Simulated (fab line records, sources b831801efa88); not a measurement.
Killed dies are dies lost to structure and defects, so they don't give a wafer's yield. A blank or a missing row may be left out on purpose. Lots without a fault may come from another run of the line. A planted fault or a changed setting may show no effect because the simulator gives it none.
fab line records | flow gf180mcu | part 1 of 2: steps 1 to 29 of 40
record lots=5 wafers=15 last_day=33
route steps=602 shown V5@545 TOP_METAL@567
lots that met no fault: from a run of the same line without faults
start_h: hours from the record's first day to the start of the lot's first wafer shown | wait_h: hours since the lot's step before | " the same as in the row above | L1.1+2: a row that stands for several wafers | - no value, or no start given | * or withheld: withheld | < > ~ a bound
route shown NAME@n: a module of which the file shows steps, and the number in the route of the first | usual: mean/standard deviation of fault-free wafers | same: alike in all rows | chamber/n: place in a boat | sites: the reading at each site | _std_site: their standard deviation | _edge_site: outer sites' mean less inner sites' | radius_mm: how far each site lies from the wafer's centre | mask NAME#n: copy n | behind: the tool/chamber that last shaped the wafer | hold: why the lot was held/for how many hours/how that ended | device: the transistor (n, p or np) that didn't switch | end of line: the same wafers' tests at the end of the route | a step without rows: its recipe alone | killed: dies lost to structure and defects at the first sort, not the wafer's yield | map: a wafer's dies, x killed, . not, _ none there
set.NAME: the setting as run; set.NAME@STEP: as run at that earlier step | model.NAME: the simulator's own value behind a step, which no gauge read
lots at some steps of the route; a table a step, a row a wafer
services: from which hour (start_h, from the record's first day; less than 0 if before it) a tool's chamber was out of use, for how many hours, and why
## steps
# step GF_V5_BOW_MEAS_05
# recipe mode=bow
# usual V5_BOW=138/11
# columns lot.wafer tool chamber start_h wait_h V5_BOW[um]
L074.2 film_metro-02 - 606.89 0.1 114
L074.4 " - " " 132
L074.6 " - " " 130
L083.3 film_metro-02 - 681.79 0.2 146
L083.5 " - " " 134
L083.6 " - " " 143
L086.1 film_metro-02 - 705.37 0.2 139
L086.3 " - " " 147
L086.6 " - " " 125
L093.2 film_metro-04 - 744.17 0.3 157
L093.3 " - " " 147
L093.5 " - " " 147
L094.1 film_metro-02 - 751.46 0.2 141
L094.3 " - " " 141
L094.6 " - " " 137
# step GF_V5_DEHYDRATE_06
# recipe temp_c=200 time_s=60
# columns lot.wafer tool chamber start_h wait_h
L074.2+4+6 litho_track-04 0 616.60 9.7
L083.3+5+6 litho_track-03 0 690.21 8.4
L086.1+3+6 litho_track-04 0 713.77 8.4
L093.2+3+5 litho_track-04 0 752.05 7.9
L094.1+3+6 litho_track-03 0 759.11 7.6
# step GF_V5_HMDS_07
# recipe prime_time_s=60 prime_temp_c=120
# columns lot.wafer tool chamber start_h wait_h
L074.2+4+6 litho_track-04 0 616.75 0.1
L083.3+5+6 litho_track-03 0 690.36 0.1
L086.1+3+6 litho_track-04 0 713.92 0.1
L093.2+3+5 litho_track-04 0 752.20 0.1
L094.1+3+6 litho_track-03 0 759.26 0.1
# step GF_V5_COAT_08
# recipe resist=BARC temp_c=withheld time_s=withheld spin_rpm=withheld resist_thk_nm=withheld
# columns lot.wafer tool chamber start_h wait_h
L074.2+4+6 litho_track-04 0 616.90 0.1
L083.3+5+6 litho_track-03 0 690.51 0.1
L086.1+3+6 litho_track-04 0 714.07 0.1
L093.2+3+5 litho_track-04 0 752.35 0.1
L094.1+3+6 litho_track-03 0 759.41 0.1
# step GF_V5_COAT_09
# recipe resist=KrF spin_rpm=withheld resist_thk_nm=1000
# columns lot.wafer tool chamber start_h wait_h
L074.2+4+6 litho_track-04 0 - -
L083.3+5+6 litho_track-03 0 - -
L086.1+3+6 litho_track-04 0 - -
L093.2+3+5 litho_track-04 0 - -
L094.1+3+6 litho_track-03 0 - -
# step GF_V5_SOFTBAKE_10
# recipe temp_c=130 time_s=60 resist=KrF
# columns lot.wafer tool chamber start_h wait_h
L074.2+4+6 litho_track-04 0 - -
L083.3+5+6 litho_track-03 0 - -
L086.1+3+6 litho_track-04 0 - -
L093.2+3+5 litho_track-04 0 - -
L094.1+3+6 litho_track-03 0 - -
# step GF_V5_EXPOSE_11
# recipe mask_id=Via5 target_cd_nm=260 na=0.68 source_shape=conventional sigma_outer=0.6 dose_mj=38
# columns lot.wafer tool chamber start_h wait_h mask
L074.2+4+6 krf_scanner-01 0 - - Via5#0
L083.3+5+6 krf_scanner-01 0 - - Via5#0
L086.1+3+6 krf_scanner-01 0 - - Via5#0
L093.2+3+5 krf_scanner-02 0 - - Via5#0
L094.1+3+6 krf_scanner-01 0 - - Via5#0
# step GF_V5_PEB_12
# recipe peb_temp_c=135 peb_time_s=90 resist=KrF
# columns lot.wafer tool chamber start_h wait_h
L074.2+4+6 litho_track-03 0 - -
L083.3+5+6 litho_track-03 0 - -
L086.1+3+6 litho_track-04 0 - -
L093.2+3+5 litho_track-01 0 - -
L094.1+3+6 litho_track-01 0 - -
# step GF_V5_DEVELOP_13
# recipe develop_time_s=60 resist=KrF dev_temp_c=21
# columns lot.wafer tool chamber start_h wait_h
L074.2+4+6 litho_track-03 0 627.63 0.2
L083.3+5+6 litho_track-03 0 700.06 0.1
L086.1+3+6 litho_track-04 0 723.62 0.2
L093.2+3+5 litho_track-01 0 761.26 0.2
L094.1+3+6 litho_track-01 0 767.73 0.2
# step GF_V5_CD_MEAS_14
# recipe target_cd_nm=260
# usual cd_nm=260.1/1.2
# columns lot.wafer tool chamber start_h wait_h cd_nm
L074.2 cd_sem-01 - 627.78 0.1 261.0
L074.4 " - " " 261.2
L074.6 " - " " 260.1
L083.3 cd_sem-01 - 700.20 0.1 259.0
L083.5 " - " " 259.2
L083.6 " - " " 260.6
L086.1 cd_sem-01 - 723.77 0.1 262.7
L086.3 " - " " 261.7
L086.6 " - " " 261.3
L093.2 cd_sem-01 - 761.40 0.1 260.4
L093.3 " - " " 261.0
L093.5 " - " " 260.8
L094.1 cd_sem-02 - 767.88 0.1 261.7
L094.3 " - " " 260.4
L094.6 " - " " 260.5
# step GF_V5_OVL_MEAS_15
# usual V5_OVL=-3/6.5
# columns lot.wafer tool chamber start_h wait_h V5_OVL[nm]
L074.2 overlay-01 - 627.88 0.1 -2
L074.4 " - " " 1
L074.6 " - " " -4
L083.3 overlay-02 - 700.29 0.1 4
L083.5 " - " " -3
L083.6 " - " " -1
L086.1 overlay-01 - 723.89 0.1 -6
L086.3 " - " " -3
L086.6 " - " " -6
L093.2 overlay-02 - 761.51 0.1 -14
L093.3 " - " " -9
L093.5 " - " " -9
L094.1 overlay-01 - 768.00 0.1 2
L094.3 " - " " -4
L094.6 " - " " -2
# step GF_V5_ETCH_16
# recipe chemistry=N2/H2 target_depth_a=withheld overetch_a=withheld time_s=withheld target=BARC ion_energy_ev=200 source_w=500 bias_w=100 pressure_mtorr=30 n2_flow_sccm=100 h2_flow_sccm=200
# usual chamber_pressure_mTorr=30.007/0.028 drypump_motor_current_A=5.7/0.44 oes_product_au=0.854/0.0048 throttle_valve_pct=13.224/0.0098
# columns lot.wafer tool chamber start_h wait_h chamber_pressure_mTorr drypump_motor_current_A oes_product_au throttle_valve_pct
L074.2 rie_diel-01 2 627.91 0.0 30.045 5.6 0.849 13.213
L074.4 " 1 " " 29.926 5.5 0.848 13.210
L074.6 " 2 " " 30.016 5.7 0.862 13.233
L083.3 rie_diel-04 3 700.31 0.0 30.020 5.2 0.856 13.216
L083.5 " 1 " " 30.011 6.1 0.857 13.221
L083.6 " 2 " " 30.013 6.3 0.858 13.216
L086.1 rie_diel-04 3 723.93 0.0 29.991 5.2 0.853 13.239
L086.3 " 0 " " 29.994 5.4 0.852 13.223
L086.6 " 3 " " 29.997 5.2 0.857 13.225
L093.2 rie_diel-04 2 761.54 0.0 30.021 6.3 0.852 13.223
L093.3 " 1 " " 29.968 6.1 0.857 13.228
L093.5 " 2 " " 29.986 6.3 0.850 13.230
L094.1 rie_diel-03 1 768.04 0.0 29.954 5.5 0.858 13.228
L094.3 " 3 " " 30.008 5.5 0.853 13.244
L094.6 " 2 " " 29.948 5.4 0.849 13.218
# step GF_V5_ETCH_17
# recipe chemistry=C4F8/O2/Ar mask_material=KrF target=SiO2 stop_on=TiN source_w=1500 bias_w=1200 pressure_mtorr=40 c4f8_flow_sccm=withheld O2_flow_sccm=6 Ar_flow_sccm=300 time_s=withheld target_depth_a=8550
# usual chamber_pressure_mTorr=40.00/0.038 oes_product_au=0.860/0.0043
# columns lot.wafer tool chamber start_h wait_h chamber_pressure_mTorr oes_product_au
L074.2 rie_diel-01 2 - - 40.01 0.861
L074.4 " 1 " " 39.99 0.858
L074.6 " 2 " " 39.98 0.860
L083.3 rie_diel-04 3 - - 39.98 0.854
L083.5 " 1 " " 40.10 0.863
L083.6 " 2 " " 40.02 0.859
L086.1 rie_diel-04 3 - - 40.00 0.862
L086.3 " 0 " " 40.10 0.857
L086.6 " 3 " " 40.01 0.867
L093.2 rie_diel-04 2 - - 39.92 0.863
L093.3 " 1 " " 40.04 0.856
L093.5 " 2 " " 39.96 0.855
L094.1 rie_diel-03 1 - - 39.98 0.861
L094.3 " 3 " " 39.98 0.858
L094.6 " 2 " " 40.00 0.849
# step GF_V5_STRIP_18
# recipe chemistry=O2/N2 power_w=1400 pressure_mtorr=1500 platen_temp_c=250 o2_flow_sccm=3000 n2_flow_sccm=300 overash_fraction=0.5
# usual chamber_pressure_mTorr=1499.9/1.4 drypump_motor_current_A=5.9/0.34 heater_power_w=348/46 oes_product_au=0.569/0.0051
# columns lot.wafer tool chamber start_h wait_h chamber_pressure_mTorr drypump_motor_current_A heater_power_w oes_product_au rf_hours_counter_h
L074.2 plasma_asher-02 0 628.07 - 1502.3 6.3 399 0.576 101
L074.4 " 0 " " 1500.0 6.3 389 0.562 -
L074.6 " 0 " " 1500.4 6.3 388 0.573 -
L083.3 plasma_asher-03 1 700.50 - 1497.1 5.9 350 0.573 -
L083.5 " 1 " " 1500.0 5.9 355 0.571 -
L083.6 " 0 " " 1499.9 6.0 398 0.572 -
L086.1 plasma_asher-03 0 724.08 - 1500.4 6.0 410 0.574 93
L086.3 " 0 " " 1500.9 5.9 409 0.571 -
L086.6 " 1 " " 1498.4 5.9 353 0.577 -
L093.2 plasma_asher-04 0 761.69 - 1501.4 5.2 269 0.566 65
L093.3 " 0 " " 1500.2 5.2 268 0.567 -
L093.5 " 0 " " 1498.2 5.2 266 0.565 -
L094.1 plasma_asher-04 0 768.19 - 1499.2 5.3 269 0.557 66
L094.3 " 1 " " 1498.6 6.1 340 0.559 -
L094.6 " 0 " " 1498.6 5.3 273 0.561 -
# step GF_V5_STRIP_19
# recipe chemistry=post_etch_residue_remover time_s=1200 temp_c=72.5
# columns lot.wafer tool chamber start_h wait_h
L074.2+4+6 wet_bench-04 1 628.17 0.1
L083.3+5+6 wet_bench-04 3 700.57 0.0
L086.1+3+6 wet_bench-04 3 724.18 0.1
L093.2+3+5 wet_bench-01 1 761.79 0.1
L094.1+3+6 wet_bench-04 1 768.29 0.1
# step GF_V5_CLEAN_20
# recipe chemistry=DIW dry=n2_spin
# columns lot.wafer tool chamber start_h wait_h
L074.2+4+6 wet_bench-01 0 628.51 0.0
L083.3+5+6 wet_bench-03 3 700.91 0.0
L086.1+3+6 wet_bench-04 2 724.52 0.0
L093.2+3+5 wet_bench-03 1 762.13 0.0
L094.1+3+6 wet_bench-03 1 768.63 0.0
# step GF_V5_SPUTTER_21
# recipe material=Ti target_thk_nm=15 chamber_pressure_pa=5 power_w=2500 substrate_temp_c=200 time_s=80.02
# usual throttle_valve_pct=30.2/0.8
# columns lot.wafer tool chamber start_h wait_h throttle_valve_pct
L074.2 pvd_sputter-01 - 628.60 0.0 31.7
L074.4 " - " " 30.5
L074.6 " - " " 29.5
L083.3 pvd_sputter-04 - 701.00 0.0 30.3
L083.5 " - " " 29.9
L083.6 " - " " 31.0
L086.1 pvd_sputter-04 - 724.62 0.0 30.1
L086.3 " - " " 30.4
L086.6 " - " " 31.1
L093.2 pvd_sputter-01 - 762.23 0.0 29.8
L093.3 " - " " 30.3
L093.5 " - " " 30.9
L094.1 pvd_sputter-04 - 768.72 0.0 30.3
L094.3 " - " " 30.4
L094.6 " - " " 30.6
# step GF_V5_SPUTTER_22
# recipe material=TiN target_thk_nm=10 chamber_pressure_pa=5 power_w=4000 time_s=40
# usual throttle_valve_pct=30.2/0.8
# columns lot.wafer tool chamber start_h wait_h throttle_valve_pct
L074.2 pvd_sputter-01 - 628.66 0.0 31.2
L074.4 " - " " 30.3
L074.6 " - " " 29.6
L083.3 pvd_sputter-04 - 701.06 0.0 30.5
L083.5 " - " " 29.8
L083.6 " - " " 30.9
L086.1 pvd_sputter-04 - 724.68 0.0 29.9
L086.3 " - " " 30.7
L086.6 " - " " 31.0
L093.2 pvd_sputter-01 - 762.29 0.0 29.5
L093.3 " - " " 30.7
L093.5 " - " " 30.7
L094.1 pvd_sputter-04 - 768.78 0.0 30.7
L094.3 " - " " 30.6
L094.6 " - " " 30.4
# step GF_V5_CVD_23
# recipe material=W target_thk_nm=350 time_s=104.9 temp_c=400 pressure_torr=40
# usual heater_power_w=840/59
# columns lot.wafer tool chamber start_h wait_h heater_power_w
L074.2 cvd_w-02 1 628.70 0.0 803
L074.4 " 1 " " 803
L074.6 " 0 " " 774
L083.3 cvd_w-01 1 701.14 0.1 888
L083.5 " 0 " " 928
L083.6 " 1 " " 870
L086.1 cvd_w-02 0 724.72 0.0 764
L086.3 " 0 " " 780
L086.6 " 0 " " 759
L093.2 cvd_w-02 0 762.33 0.0 768
L093.3 " 0 " " 765
L093.5 " 1 " " 850
L094.1 cvd_w-01 0 768.82 0.0 928
L094.3 " 1 " " 868
L094.6 " 1 " " 874
# step GF_V5_RS_MEAS_24
# recipe thk_meas_gauge=four-point-probe reads=W_of_V5_CVD_23+TiN_of_V5_SPUTTER_22+Ti_of_V5_SPUTTER_21
# usual V5_W_RS=0.331/0.0048
# columns lot.wafer tool chamber start_h wait_h V5_W_RS[ohm/sq]
L074.2 film_metro-03 - 628.83 0.1 0.320
L074.4 " - " " 0.323
L074.6 " - " " 0.331
L083.3 film_metro-04 - 701.25 0.1 0.335
L083.5 " - " " 0.337
L083.6 " - " " 0.331
L086.1 film_metro-02 - 724.84 0.1 0.339
L086.3 " - " " 0.335
L086.6 " - " " 0.337
L093.2 film_metro-04 - 762.46 0.1 0.325
L093.3 " - " " 0.328
L093.5 " - " " 0.329
L094.1 film_metro-02 - 768.94 0.1 0.330
L094.3 " - " " 0.326
L094.6 " - " " 0.325
# step GF_V5_THK_MEAS_25
# recipe thk_meas_gauge=xrf reads=W_of_V5_CVD_23
# usual V5_W_THK=357/6.4
# columns lot.wafer tool chamber start_h wait_h V5_W_THK[nm]
L074.2 film_metro-03 - 628.94 0.1 372
L074.4 " - " " 370
L074.6 " - " " 362
L083.3 film_metro-04 - 701.35 0.1 349
L083.5 " - " " 349
L083.6 " - " " 353
L086.1 film_metro-02 - 724.96 0.1 344
L086.3 " - " " 345
L086.6 " - " " 344
L093.2 film_metro-04 - 762.57 0.1 365
L093.3 " - " " 360
L093.5 " - " " 357
L094.1 film_metro-02 - 769.06 0.1 358
L094.3 " - " " 359
L094.6 " - " " 363
# step GF_V5_CMP_26
# recipe stop_on=SiO2 down_force_psi=3.5 platen_rpm=60 t_overpolish_s=15 target_thk_nm=0 pad_velocity_m_s=0.94248
# usual motor_current_A=11.2/1.4 overpolish_run_s=15.000/0.0088 time_to_endpoint_s=83/3.5
# columns lot.wafer tool chamber start_h wait_h motor_current_A overpolish_run_s time_to_endpoint_s
L074.4 cmp-01 0 629.09 0.1 10.3 14.991 86
L074.2 " 1 " " 12.4 15.014 83
L074.6 " 3 " " 10.8 14.998 87
L083.3 cmp-02 3 701.44 0.1 8.5 15.000 80
L083.5 " 2 " " 10.5 14.990 86
L083.6 " 3 " " 8.5 15.006 82
L086.1 cmp-01 3 725.19 0.2 11.6 14.985 82
L086.3 " 1 " " 12.3 15.003 80
L086.6 " 2 " " 11.3 15.000 75
L093.3 cmp-01 1 762.72 0.1 12.6 15.002 84
L093.2 " 2 " " 11.7 14.973 87
L093.5 " 3 " " 10.9 15.004 86
L094.3 cmp-02 2 769.17 0.1 9.9 14.994 89
L094.1 " 3 " " 8.4 15.006 85
L094.6 " 1 " " 12.1 15.003 90
# step GF_TOP_METAL_SPUTTER_00
# recipe material=Ti target_thk_nm=37.5 arriving_ion_energy_ev=80 substrate_temp_c=200 chamber_pressure_pa=1.93 power_w=4000 time_s=150
# usual throttle_valve_pct=30.0/0.9
# columns lot.wafer tool chamber start_h wait_h throttle_valve_pct
L074.2 pvd_sputter-04 - 629.29 0.1 30.3
L074.4 " - " " 30.8
L074.6 " - " " 30.4
L083.3 pvd_sputter-02 - 701.69 0.2 31.2
L083.5 " - " " 29.1
L083.6 " - " " 28.7
L086.1 pvd_sputter-04 - 725.44 0.2 30.0
L086.3 " - " " 30.6
L086.6 " - " " 30.9
L093.2 pvd_sputter-02 - 762.92 0.1 28.8
L093.3 " - " " 29.5
L093.5 " - " " 28.8
L094.1 pvd_sputter-02 - 769.42 0.1 31.2
L094.3 " - " " 29.1
L094.6 " - " " 31.2
# step GF_TOP_METAL_SPUTTER_01
# recipe material=TiN target_thk_nm=30 power_w=6500 time_s=25 chamber_pressure_pa=0.4
# usual throttle_valve_pct=30.0/0.9
# columns lot.wafer tool chamber start_h wait_h throttle_valve_pct
L074.2 pvd_sputter-04 - 629.39 0.1 30.5
L074.4 " - " " 30.7
L074.6 " - " " 30.3
L083.3 pvd_sputter-02 - 701.79 0.1 30.9
L083.5 " - " " 29.1
L083.6 " - " " 28.9
L086.1 pvd_sputter-04 - 725.54 0.1 30.3
L086.3 " - " " 30.9
L086.6 " - " " 30.9
L093.2 pvd_sputter-02 - 763.02 0.1 29.0
L093.3 " - " " 29.6
L093.5 " - " " 29.1
L094.1 pvd_sputter-02 - 769.52 0.1 31.2
L094.3 " - " " 29.1
L094.6 " - " " 31.1
# step GF_TOP_METAL_SPUTTER_02
# recipe material=AlCu target_thk_nm=900 power_w=10600 chamber_pressure_pa=0.3 substrate_temp_c=250 gas=Ar time_s=47.82
# usual throttle_valve_pct=30.0/0.88
# columns lot.wafer tool chamber start_h wait_h throttle_valve_pct
L074.2 pvd_sputter-04 - 629.42 0.0 30.5
L074.4 " - " " 30.8
L074.6 " - " " 30.2
L083.3 pvd_sputter-02 - 701.82 0.0 31.1
L083.5 " - " " 28.9
L083.6 " - " " 28.8
L086.1 pvd_sputter-04 - 725.57 0.0 30.0
L086.3 " - " " 30.9
L086.6 " - " " 30.6
L093.2 pvd_sputter-02 - 763.06 0.0 29.0
L093.3 " - " " 29.8
L093.5 " - " " 28.7
L094.1 pvd_sputter-02 - 769.55 0.0 31.0
L094.3 " - " " 28.9
L094.6 " - " " 31.4
# step GF_TOP_METAL_SPUTTER_03
# recipe material=Ti target_thk_nm=5 substrate_temp_c=300 chamber_pressure_pa=0.3 power_w=3000 time_s=3.3
# usual throttle_valve_pct=30.0/0.9
# columns lot.wafer tool chamber start_h wait_h throttle_valve_pct
L074.2 pvd_sputter-04 - 629.47 0.0 30.3
L074.4 " - " " 30.6
L074.6 " - " " 30.3
L083.3 pvd_sputter-02 - 701.86 0.0 30.8
L083.5 " - " " 29.0
L083.6 " - " " 28.6
L086.1 pvd_sputter-04 - 725.62 0.0 30.2
L086.3 " - " " 30.9
L086.6 " - " " 30.9
L093.2 pvd_sputter-02 - 763.10 0.0 29.0
L093.3 " - " " 29.9
L093.5 " - " " 29.1
L094.1 pvd_sputter-02 - 769.59 0.0 31.2
L094.3 " - " " 29.1
L094.6 " - " " 31.3
# step GF_TOP_METAL_SPUTTER_04
# recipe material=TiN target_thk_nm=25 power_w=6500 time_s=20.8 chamber_pressure_pa=0.4
# usual throttle_valve_pct=30.0/0.88
# columns lot.wafer tool chamber start_h wait_h throttle_valve_pct
L074.2 pvd_sputter-04 - 629.48 0.0 30.3
L074.4 " - " " 30.9
L074.6 " - " " 30.4
L083.3 pvd_sputter-02 - 701.88 0.0 31.5
L083.5 " - " " 29.2
L083.6 " - " " 28.7
L086.1 pvd_sputter-04 - 725.63 0.0 30.3
L086.3 " - " " 30.7
L086.6 " - " " 31.2
L093.2 pvd_sputter-02 - 763.12 0.0 29.1
L093.3 " - " " 29.9
L093.5 " - " " 28.9
L094.1 pvd_sputter-02 - 769.61 0.0 31.2
L094.3 " - " " 29.3
L094.6 " - " " 31.1
# step GF_TOP_METAL_RS_MEAS_05
# recipe thk_meas_gauge=four-point-probe reads=TiN_of_TOP_METAL_SPUTTER_04+Ti_of_TOP_METAL_SPUTTER_03+AlCu_of_TOP_METAL_SPUTTER_02+TiN_of_TOP_METAL_SPUTTER_01+Ti_of_TOP_METAL_SPUTTER_00
# usual TOP_METAL_ALCU_RS=0.03262/0.0003
# columns lot.wafer tool chamber start_h wait_h TOP_METAL_ALCU_RS[ohm/sq]
L074.2 film_metro-02 - 629.53 0.0 0.03231
L074.4 " - " " 0.03294
L074.6 " - " " 0.03267
L083.3 film_metro-01 - 701.95 0.1 0.0322
L083.5 " - " " 0.03237
L083.6 " - " " 0.03248
L086.1 film_metro-01 - 725.68 0.0 0.03259
L086.3 " - " " 0.0327
L086.6 " - " " 0.03269
L093.2 film_metro-02 - 763.17 0.0 0.03271
L093.3 " - " " 0.03278
L093.5 " - " " 0.03306
L094.1 film_metro-02 - 769.64 0.0 0.03189
L094.3 " - " " 0.03237
L094.6 " - " " 0.03237
# step GF_TOP_METAL_THK_MEAS_06
# recipe thk_meas_gauge=xrf reads=AlCu_of_TOP_METAL_SPUTTER_02
# usual TOP_METAL_ALCU_THK=914/9.7
# columns lot.wafer tool chamber start_h wait_h TOP_METAL_ALCU_THK[nm]
L074.2 film_metro-02 - 629.64 0.1 928
L074.4 " - " " 902
L074.6 " - " " 912
L083.3 film_metro-01 - 702.05 0.1 925
L083.5 " - " " 920
L083.6 " - " " 918
L086.1 film_metro-01 - 725.80 0.1 920
L086.3 " - " " 911
L086.6 " - " " 913
L093.2 film_metro-02 - 763.28 0.1 912
L093.3 " - " " 907
L093.5 " - " " 902
L094.1 film_metro-02 - 769.76 0.1 932
L094.3 " - " " 920
L094.6 " - " " 924
